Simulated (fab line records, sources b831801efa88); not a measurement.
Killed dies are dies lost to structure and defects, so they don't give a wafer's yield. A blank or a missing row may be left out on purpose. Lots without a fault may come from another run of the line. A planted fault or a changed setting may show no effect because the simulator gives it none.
Which tool did it? | flow sky130 | 12 lots, 35 wafers sampled, at 3 steps of a route of 708

WHAT THE GAUGES READ, wafer by wafer
SKY_LOCAL_INTERCONNECT_OVL_MEAS_12. Usual: LOCAL_INTERCONNECT_OVL -2 nm, standard deviation 5.2.
lot  | measured     | on         | LOCAL_INTERCONNECT_OVL (nm) | flag
L525 | day 30 20:02 | overlay-02 | 1 2 -1                      |
L526 | day 31 03:56 | overlay-02 | -4 -3 -11                   |
L528 | day 31 23:08 | overlay-02 | 6 -1 7                      |
L531 | day 33 05:53 | overlay-01 | 1 -1 -7                     |
L535 | day 34 10:59 | overlay-01 | -7 -8 -4                    |
L536 | day 34 14:57 | overlay-02 | 5 10                        |
L539 | day 35 13:08 | overlay-01 | -8 -8 -3                    |
L540 | day 35 18:28 | overlay-01 | -5 -4 2                     |
L542 | day 36 08:15 | overlay-02 | 1 1 -6                      |
L543 | day 36 10:02 | overlay-01 | -4 -7 -8                    |
L544 | day 36 14:50 | overlay-02 | 4 -6 6                      |
L547 | day 37 16:05 | overlay-02 | 5 -4 3                      |

SKY_CONTACT_THK_MEAS_26: measures by xrf. Usual: CONTACT_W_THK 339 nm, standard deviation 5.7.
lot  | measured     | on            | CONTACT_W_THK (nm) | flag
L525 | day 32 01:47 | film_metro-03 | 333 333 331        |
L526 | day 32 09:23 | film_metro-02 | 341 338 344        |
L528 | day 33 04:06 | film_metro-02 | 345 342 339        |
L531 | day 34 11:01 | film_metro-01 | 339 336 339        |
L535 | day 35 16:08 | film_metro-03 | 340 337 336        |
L536 | day 35 20:01 | film_metro-01 | 333 332            |
L539 | day 36 17:35 | film_metro-03 | 335 334 332        |
L540 | day 36 23:59 | film_metro-01 | 338 340 330        |
L542 | day 37 12:40 | film_metro-02 | 349 350 344        |
L543 | day 37 14:03 | film_metro-03 | 335 341 339        |
L544 | day 37 19:04 | film_metro-03 | 350 339 348        |
L547 | day 38 20:35 | film_metro-02 | 336 340 340        |

WHICH TOOL RAN EACH LOT (tool, then ch and the chambers of the sampled wafers, then the start)
lot  | SKY_CONTACT_ETCH_18
L525 | rie_diel-01 ch 0,2, day 32 01:47 or earlier
L526 | rie_diel-02 ch 0,3, day 32 09:23 or earlier
L528 | rie_diel-04 ch 1,3, day 33 04:06 or earlier
L531 | rie_diel-01 ch 0,1, day 34 11:01 or earlier
L535 | rie_diel-02 ch 0,1,2, day 35 16:08 or earlier
L536 | rie_diel-04 ch 2,3, day 35 20:01 or earlier
L539 | rie_diel-02 ch 0,1,2, day 36 17:35 or earlier
L540 | rie_diel-04 ch 0,1,3, day 36 23:59 or earlier
L542 | rie_diel-01 ch 0,1,2, day 37 12:40 or earlier
L543 | rie_diel-01 ch 1,2,3, day 37 14:03 or earlier
L544 | rie_diel-02 ch 0,1, day 37 19:04 or earlier
L547 | rie_diel-04 ch 0,2,3, day 38 20:35 or earlier
- SKY_CONTACT_ETCH_18: etches Si3N4 in CHF3/O2, stops on TiN, time 39 s, target depth 75 nm.

WHAT THE TOOLS THEMSELVES READ (means of the sampled wafers that have a number; where no wafer has one, the mark that the record gives instead)
SKY_CONTACT_ETCH_18. Usual: drypump_motor_current_A 5.8 A, standard deviation 0.51; oes_product_au 0.857 a.u., standard deviation 0.0083; throttle_valve_pct 8.794 %, standard deviation 0.0089.
lot  | tool        | drypump_motor_current_A (A) | oes_product_au (a.u.) | throttle_valve_pct (%) | flag
L525 | rie_diel-01 | 5.5                         | 0.864                 | 8.797                  |
L526 | rie_diel-02 | 6.0                         | 0.855                 | 8.796                  |
L528 | rie_diel-04 | 5.7                         | 0.858                 | 8.796                  |
L531 | rie_diel-01 | 5.8                         | 0.870                 | 8.792                  |
L535 | rie_diel-02 | 5.6                         | 0.860                 | 8.797                  |
L536 | rie_diel-04 | 5.2                         | 0.855                 | 8.800                  |
L539 | rie_diel-02 | 5.6                         | 0.852                 | 8.793                  |
L540 | rie_diel-04 | 5.7                         | 0.858                 | 8.789                  |
L542 | rie_diel-01 | 5.8                         | 0.861                 | 8.801                  |
L543 | rie_diel-01 | 6.1                         | 0.853                 | 8.787                  |
L544 | rie_diel-02 | 5.6                         | 0.853                 | 8.794                  |
L547 | rie_diel-04 | 5.5                         | 0.839                 | 8.798                  |

THE ANSWER, worked out from the rows above alone
Rule: a lot is off if the mean of its wafers that have a number lies more than 3 standard deviations from the usual mean. A lot without any number at a reading at which 4 lots or more have one is off too. The other lots that the step has rows for count as sound. The gauges are gone through in route order, then the tools' own readings, and for those a lot's mean is taken as printed above. The first step at which some lot is off is used, and at that step the reading that is off furthest; a lot without a number counts as furthest.
No lot is off at any reading shown: from this, nothing can be told.

WHAT THE SIMULATOR HAD PUT IN
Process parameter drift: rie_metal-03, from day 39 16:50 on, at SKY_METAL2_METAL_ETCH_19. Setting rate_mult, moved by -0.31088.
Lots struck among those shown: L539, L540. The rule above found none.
